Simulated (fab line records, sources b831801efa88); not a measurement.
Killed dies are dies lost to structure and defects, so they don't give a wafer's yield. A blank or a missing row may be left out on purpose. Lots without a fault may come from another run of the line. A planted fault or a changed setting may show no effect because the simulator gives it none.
Which tool did it? | flow gf180mcu | 14 lots, 42 wafers sampled, at 4 steps of a route of 602

WHAT THE GAUGES READ, wafer by wafer
GF_HV_LDD_OVL_MEAS_32. Usual: HV_LDD_02_OVL -1.0 nm, standard deviation 1.6.
lot  | measured     | on         | HV_LDD_02_OVL (nm) | flag
L179 | day 11 23:04 | overlay-01 | -1.7 -2.1 -0.9     |
L181 | day 12 07:21 | overlay-02 | -0.5 1.3 0.3       |
L182 | day 12 12:24 | overlay-01 | 0.8 -2.0 -2.2      |
L183 | day 13 03:12 | overlay-01 | -2.8 -0.7 -2.8     |
L184 | day 13 06:17 | overlay-02 | -2.6 -2.3 -3.8     |
L186 | day 13 18:28 | overlay-01 | 2.0 1.4 2.0        |
L195 | day 16 21:36 | overlay-02 | 0.3 1.5 -0.9       |
L196 | day 17 05:19 | overlay-01 | -3.4 -1.9 -1.5     |
L198 | day 17 19:42 | overlay-02 | -2.4 -3.5 -4.2     |
L200 | day 18 06:11 | overlay-01 | -3.8 -1.8 -2.9     |
L201 | day 18 15:17 | overlay-02 | -0.6 -0.7 -1.5     |
L202 | day 18 22:38 | overlay-02 | -1.8 -1.9 -0.4     |

GF_HV_LDD_RS_MEAS_53: measures by four-point-probe. Usual: HV_LDD_RS 418.2 ohm/sq, standard deviation 0.82.
lot  | measured     | on            | HV_LDD_RS (ohm/sq) | flag
L179 | day 12 19:11 | film_metro-01 | 419.5 419.2 419.1  |
L181 | day 13 03:30 | film_metro-04 | 418.3 418.3 419.2  |
L182 | day 13 08:45 | film_metro-04 | 417.8 418.1 418.6  |
L183 | day 13 23:28 | film_metro-02 | 418.0 418.2 418.5  |
L184 | day 14 03:19 | film_metro-02 | 419.1 418.4 420.3  |
L186 | day 14 16:52 | film_metro-02 | 417.5 417.3 417.2  |
L195 | day 17 21:52 | film_metro-01 | 418.7 418.3 419.6  |
L196 | day 18 06:26 | film_metro-04 | 418.0 418.9 419.3  |
L198 | day 18 20:13 | film_metro-01 | 418.8 418.0 418.2  |
L200 | day 19 07:34 | film_metro-04 | 418.4 418.1 418.1  |
L201 | day 19 17:07 | film_metro-02 | 417.5 417.9 418.6  |
L202 | day 20 00:12 | film_metro-02 | 418.6 418.4 418.9  |

GF_SAB_OVL_MEAS_10. Usual: SAB_OVL 0.7 nm, standard deviation 1.7.
lot  | measured     | on         | SAB_OVL (nm)   | flag
L179 | day 15 12:00 | overlay-01 | 2.3 2.4 2.1    |
L181 | day 15 21:29 | overlay-01 | 2.4 0.9 0.2    |
L182 | day 16 01:41 | overlay-02 | -1.1 -1.8 -0.7 |
L183 | day 16 19:35 | overlay-01 | 0.7 0.2 0.8    |
L184 | day 16 23:44 | overlay-01 | 0.2 1.0 -0.3   |
L186 | day 17 15:12 | overlay-01 | -0.8 0.2 -0.3  |
L195 | day 21 02:47 | overlay-02 | -1.8 -1.6 -1.1 |
L196 | day 21 10:26 | overlay-02 | -1.2 -0.5 -0.4 |
L198 | day 22 01:08 | overlay-02 | -0.8 0.0 0.4   |
L200 | day 22 12:26 | overlay-02 | 2.5 1.3 2.3    |
L201 | day 22 20:24 | overlay-02 | 0.6 1.2 -0.4   |
L202 | day 23 02:50 | overlay-01 | -0.1 1.2 0.0   |

WHICH TOOL RAN EACH LOT (tool, then ch and the chambers of the sampled wafers, then the start)
lot  | GF_POLY_GATE_EXPOSE_07
L179 | krf_scanner-02 ch 0, day 9 05:28
L181 | krf_scanner-01 ch 0, day 9 13:31
L182 | krf_scanner-01 ch 0, day 9 19:07
L183 | krf_scanner-01 ch 0, day 10 09:40
L184 | krf_scanner-02 ch 0, day 10 10:50
L186 | krf_scanner-02 ch 0, day 10 23:29
L192 | krf_scanner-02, day 12 16:20
L193 | krf_scanner-01, day 13 05:26
L195 | krf_scanner-02 ch 0, day 13 17:03
L196 | krf_scanner-02 ch 0, day 14 00:33
L198 | krf_scanner-01 ch 0, day 14 11:01
L200 | krf_scanner-01 ch 0, day 14 21:25
L201 | krf_scanner-01 ch 0, day 15 04:26
L202 | krf_scanner-01 ch 0, day 15 12:50
- GF_POLY_GATE_EXPOSE_07: exposes mask Poly2, target cd 280 nm.

WHAT THE TOOLS THEMSELVES READ (means of the sampled wafers that have a number; where no wafer has one, the mark that the record gives instead)
GF_POLY_GATE_EXPOSE_07. Usual: exposure_dose_mJ_cm2 27.997, standard deviation 0.025; focus_offset_nm -0.1 nm, standard deviation 0.49; reticle_temp_C 22.98 C, standard deviation 0.11; stage_vel_mm_s 500.03 mm/s, standard deviation 0.24.
lot  | tool           | exposure_dose_mJ_cm2 | focus_offset_nm (nm) | reticle_temp_C (C) | stage_vel_mm_s (mm/s) | flag
L179 | krf_scanner-02 | 27.986               | -0.2                 | 22.99              | 500.07                |
L181 | krf_scanner-01 | 27.980               | -0.1                 | 22.97              | 499.57                |
L182 | krf_scanner-01 | 28.003               | -0.5                 | 22.89              | 500.12                |
L183 | krf_scanner-01 | 27.976               | 0.2                  | 22.98              | 500.00                |
L184 | krf_scanner-02 | 28.031               | 0.0                  | 23.12              | 500.19                |
L186 | krf_scanner-02 | 28.013               | 0.6                  | 22.91              | 500.06                |
L192 | krf_scanner-02 | -                    | -                    | -                  | -                     | OFF
L193 | krf_scanner-01 | -                    | -                    | -                  | -                     | OFF
L195 | krf_scanner-02 | 27.994               | -0.5                 | 22.88              | 500.06                |
L196 | krf_scanner-02 | 28.002               | -0.3                 | 23.03              | 500.15                |
L198 | krf_scanner-01 | 27.987               | 0.1                  | 23.02              | 499.87                |
L200 | krf_scanner-01 | 27.986               | -0.5                 | 23.08              | 500.04                |
L201 | krf_scanner-01 | 27.999               | -0.3                 | 22.94              | 499.81                |
L202 | krf_scanner-01 | 27.987               | 0.1                  | 22.73              | 500.17                |

THE ANSWER, worked out from the rows above alone
Rule: a lot is off if the mean of its wafers that have a number lies more than 3 standard deviations from the usual mean. A lot without any number at a reading at which 4 lots or more have one is off too. The other lots that the step has rows for count as sound. The gauges are gone through in route order, then the tools' own readings, and for those a lot's mean is taken as printed above. The first step at which some lot is off is used, and at that step the reading that is off furthest; a lot without a number counts as furthest.
Off: L192, L193, at GF_POLY_GATE_EXPOSE_07 (exposure_dose_mJ_cm2). Without a number there: L192, L193.
A tool fits if, at that step or a process step before it, it ran every lot that is off, and no sound lot after the first of them. None of those tried fits.

WHAT THE SIMULATOR HAD PUT IN
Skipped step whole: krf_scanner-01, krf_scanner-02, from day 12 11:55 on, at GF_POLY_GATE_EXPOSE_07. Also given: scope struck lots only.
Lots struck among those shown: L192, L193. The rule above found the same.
